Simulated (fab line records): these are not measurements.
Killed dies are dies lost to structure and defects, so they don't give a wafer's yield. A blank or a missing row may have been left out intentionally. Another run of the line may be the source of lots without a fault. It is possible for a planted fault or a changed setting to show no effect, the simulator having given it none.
Struck lot and sound lot, side by side | flow sky130 | 22 steps out of a route of 708
Sound: these wafers, L350.1, L350.5, L350.6. Wafers struck: L358.2, L358.3, L358.5. The cause comes at the end.
At each step with rows: each side's tool, then ch and its chambers, then its first start. Under that, the readings that differ: sound wafers | struck wafers | difference of the means | sigmas: that difference in standard deviations of wafers without a fault.
alike: same words and numbers on both sides, and readings whose means sit less than 2 such deviations apart. not compared: any withheld reading, any reading some wafer has no value for, any bound like >300 that may hide the same value, and any number with overlapping values for which the record gives no deviation.
Wherever a step has rows on one side only, a row that says differs or no value, or a row with sigmas, the two part there. Numbers that have no deviation but don't overlap get no sigmas and don't part them. A reading missing from all wafers of one side parts the sides only when that side holds two or more wafers.

SKY_POLY_GATE_THK_MEAS_21:
  sound: film-metro-03 at day 20 11:43; struck: film-metro-01 at day 23 20:08
  alike: POLY_GATE_OXIDATION_THK
SKY_POLY_GATE_CD_MEAS_22:
  sound: cd-sem-02 at day 20 11:47; struck: cd-sem-02 at day 23 20:12
  reading    | sound             | struck            | difference | sigmas
  cd-nm (nm) | 151.7 151.4 152.1 | 147.7 147.7 148.9 | -3.6       | -2
then, 7 steps without rows for these wafers: SKY_LDD_N_DEHYDRATE_00 (time 60 s); SKY_LDD_N_HMDS_01 (prime time 60 s); SKY_LDD_N_COAT_02 (resist thk 300 nm); SKY_LDD_N_SOFTBAKE_03 (time 60 s); SKY_LDD_N_EXPOSE_04 (exposes mask NTM, target cd 840 nm); SKY_LDD_N_PEB_05; SKY_LDD_N_DEVELOP_06 (develop time 60 s).
SKY_LDD_N_OVL_MEAS_07:
  sound: overlay-01 at day 21 17:53; struck: overlay-02 at day 25 00:53
  alike: LDD_N_OVL
then, 2 steps without rows for these wafers: SKY_LDD_N_IMPLANT_08; SKY_LDD_N_IMPLANT_09.
SKY_LDD_N_IMPLANT_10:
  sound on implanter-04 ch 0, day 21 18:14; struck on implanter-04 ch 0, day 25 01:14
  reading       | sound                         | struck                           | difference  | sigmas
  beam-on-s (s) | 9.73 9.50 9.74                | 34.38 36.03 35.10                | +25.51      | +99 or more
  dose-ions-cm2 | 7.502e+13 7.511e+13 7.507e+13 | 2.7932e+14 2.7922e+14 2.7918e+14 | +2.0417e+14 | +99 or more
  alike: rotation-deg
then, 5 steps without rows for these wafers: SKY_LDD_N_IMPLANT_11; SKY_LDD_N_IMPLANT_12; SKY_LDD_N_IMPLANT_13; SKY_LDD_N_IMPLANT_14; SKY_LDD_N_IMPLANT_15.
SKY_LDD_N_STRIP_16: strips in O2/N2.
  sound on plasma-asher-03 ch 0,1, day 21 19:08; struck on plasma-asher-03 ch 0,1, day 25 02:07
  reading                      | sound             | struck            | difference | sigmas
  strip-time-to-endpoint-s (s) | 4.345 4.314 4.327 | 4.859 4.839 4.847 | +0.520     | +35
  alike: drypump-motor-current-A, oes-product-au
  not compared: rf-hours-counter-h
SKY_LDD_N_TW_MEAS_17:
  sound: film-metro-02 at day 21 19:14; struck: film-metro-02 at day 25 02:13
  reading  | sound          | struck         | difference | sigmas
  LDD_N_TW | 2627 2637 2624 | 2882 2888 2870 | +251       | +8
then, 1 step without rows for these wafers: SKY_LDD_P_DEHYDRATE_00 (time 60 s).
-- a jump in the record: the struck wafers' starts before and after are 25 days apart (it breaks off in module LDD_P and resumes in module PAD_OPEN, where the first step shown is number 708 of the route) --
SKY_PAD_OPEN_PROBE_99:
  sound: prober-02 at day 48 08:28; struck: prober-01 at day 50 11:17
  reading                     | sound             | struck            | difference | sigmas
  model.etest.tip-n.rs-ohm-sq | 444.1 440.6 443.6 | 330.4 332.5 329.7 | -111.9     |
  alike: killed_at_M0_to_M3, killed_at_M4_up, killed-at-contacts, killed-at-front-end, killed-at-other, killed-dies, killed-open, killed-short
  not compared: model.etest.nfet_01v8.r-on-ohm-um, model.etest.nfet_01v8_swapped.drive-ua-um, model.etest.nfet_01v8_turned.drive-ua-um, model.etest.nfet_01v8_lvt.drive-ua-um, model.etest.nfet_01v8.drive-ua-um, model.etest.nfet_01v8_swapped.off-log10-a-um, model.etest.nfet_01v8_turned.off-log10-a-um

== WHERE THEY PART ==
At SKY_POLY_GATE_CD_MEAS_22 first; at SKY_LDD_N_TW_MEAS_17 last (within this record only). Later steps at which nothing parts them and some readings are alike: SKY_PAD_OPEN_PROBE_99.

WHY: whatever the simulator had introduced
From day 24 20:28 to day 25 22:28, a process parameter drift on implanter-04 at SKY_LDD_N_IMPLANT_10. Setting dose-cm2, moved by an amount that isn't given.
